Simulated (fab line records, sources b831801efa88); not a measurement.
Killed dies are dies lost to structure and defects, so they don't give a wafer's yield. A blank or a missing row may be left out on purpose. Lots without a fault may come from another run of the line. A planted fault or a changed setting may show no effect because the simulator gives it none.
One fault seen from 2 desks | flow sky130 | each desk has only its own numbers; what lay behind them comes last

THE TOOL OWNER'S DESK: litho_track-03
The tool's own readings at SKY_VIA2_COAT_06 (resist thk 60 nm): means of the sampled wafers that have a number, for each lot that ran on this tool. A lot is out of limits, marked OUT, if its mean lies more than 4 standard deviations from the usual mean; the brackets give that distance.
Columns: A = spin_speed_rpm at SKY_VIA2_COAT_06, usual 3000.0 rpm
lot  | first seen here | A
L106 | day 36 22:55    | 2997.9
L113 | day 38 14:04    | 3000.7
L115 | day 39 11:47    | 2845.4 (-77) OUT
L116 | day 39 21:10    | 2847.7 (-76) OUT
L124 | day 42 16:40    | 3002.1
This desk's finding: out of limits on L115, L116; first on L115, day 39 11:47 (spin_speed_rpm at SKY_VIA2_COAT_06). In limits: L106, L113, L124.

THE METROLOGY DESK
What the gauges read, lot by lot, whatever tool the lot ran on: means of the sampled wafers that have a number. A lot is out of limits, marked OUT, if its mean lies more than 4 standard deviations from the usual mean; the brackets give that distance.
Columns: A = METAL2_ALCU_THK at SKY_METAL2_THK_MEAS_06, usual 250.7 nm; B = VIA2_OVL at SKY_VIA2_OVL_MEAS_13, usual 0 nm
lot  | first seen here | A     | B
L105 | day 35 05:34    | 254.1 | -5
L106 | day 35 05:55    | 252.9 | -3
L107 | day 35 11:45    | 252.1 | -0
L110 | day 36 09:09    | 250.8 | -1
L113 | day 36 22:49    | 250.6 | -5
L115 | day 37 21:19    | 247.8 | -2
L116 | day 38 07:14    | 254.2 | 3
L122 | day 40 01:21    | 246.9 | 4
L123 | day 40 14:26    | 249.5 | -7
L124 | day 41 06:34    | 249.4 | 1
L126 | day 42 07:34    | 252.3 | 4
This desk's finding: nothing out of limits on any of the 11 lots.

PUT TOGETHER
The tool owner's desk could have raised an alarm at day 39 11:47, on L115, L116.
The metrology desk saw nothing out of limits.
The metrology desk has L115, L116 on record, within its limits.
Of the lots named, all ran SKY_VIA2_COAT_06 on litho_track-03.

WHAT THE SIMULATOR HAD PUT IN
Process parameter drift: litho_track-03, from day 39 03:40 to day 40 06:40, at SKY_VIA2_COAT_06. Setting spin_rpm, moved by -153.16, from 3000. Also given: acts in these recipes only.
Lots struck among those shown: L115, L116.
Hours from the fault's start to each desk's first reading out of limits: the tool owner's desk, 8.
